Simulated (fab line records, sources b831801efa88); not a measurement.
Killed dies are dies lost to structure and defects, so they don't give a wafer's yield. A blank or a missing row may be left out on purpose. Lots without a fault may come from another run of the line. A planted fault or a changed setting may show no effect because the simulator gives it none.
One fault seen from 2 desks | flow gf180mcu | each desk has only its own numbers; what lay behind them comes last

THE METROLOGY DESK
What the gauges read, lot by lot, whatever tool the lot ran on: means of the sampled wafers that have a number. A lot is out of limits, marked OUT, if its mean lies more than 4 standard deviations from the usual mean; the brackets give that distance.
Columns: A = STI_OXIDATION_THK at GF_STI_THK_MEAS_02, usual 10.01 nm; B = cd_nm at GF_SAB_CD_MEAS_09, usual 419.4 nm; C = V1_BOW at GF_V1_BOW_MEAS_05, usual 83 um
lot  | first seen here | A     | B     | C
L652 | day 1 14:16     | 10.06 | 419.5 | 95
L653 | day 1 16:47     | 10.07 | 422.2 | 77
L655 | day 2 04:23     | 10.11 | 424.8 | 84
L656 | day 2 07:31     | 9.94  | 420.3 | 87
L657 | day 2 15:46     | 9.94  | 419.5 | 94
L658 | day 2 19:50     | 10.08 | 421.1 | 83
L660 | day 3 05:29     | 10.10 | 416.1 | 89
L659 | day 3 05:30     | 9.87  | 417.4 | 87
L661 | day 3 09:56     | 9.94  | 418.7 | 88
L662 | day 3 13:52     | 10.27 | 422.7 | 79
L665 | day 4 05:11     | 10.02 | 419.4 | 65
L666 | day 4 10:28     | 9.87  | 417.1 | 80
L673 | day 5 20:34     | 10.17 | 420.6 | 82
This desk's finding: nothing out of limits on any of the 13 lots.

THE TOOL OWNER'S DESK: litho_track-01
The tool's own readings at GF_VT_IMPLANT_COAT_02 (resist thk 1000 nm): means of the sampled wafers that have a number, for each lot that ran on this tool. A lot is out of limits, marked OUT, if its mean lies more than 4 standard deviations from the usual mean; the brackets give that distance.
Columns: A = resist_line_temp_C at GF_VT_IMPLANT_COAT_02, usual 23.00 C
lot  | first seen here | A
L652 | day 5 09:59     | 23.14
L655 | day 6 02:43     | 23.04
L662 | day 7 22:34     | 22.84
L665 | day 8 16:02     | 23.15
L666 | day 8 20:52     | 23.06
This desk's finding: nothing out of limits on any of the 5 lots.

PUT TOGETHER
The metrology desk saw nothing out of limits.
The tool owner's desk saw nothing out of limits.

WHAT THE SIMULATOR HAD PUT IN
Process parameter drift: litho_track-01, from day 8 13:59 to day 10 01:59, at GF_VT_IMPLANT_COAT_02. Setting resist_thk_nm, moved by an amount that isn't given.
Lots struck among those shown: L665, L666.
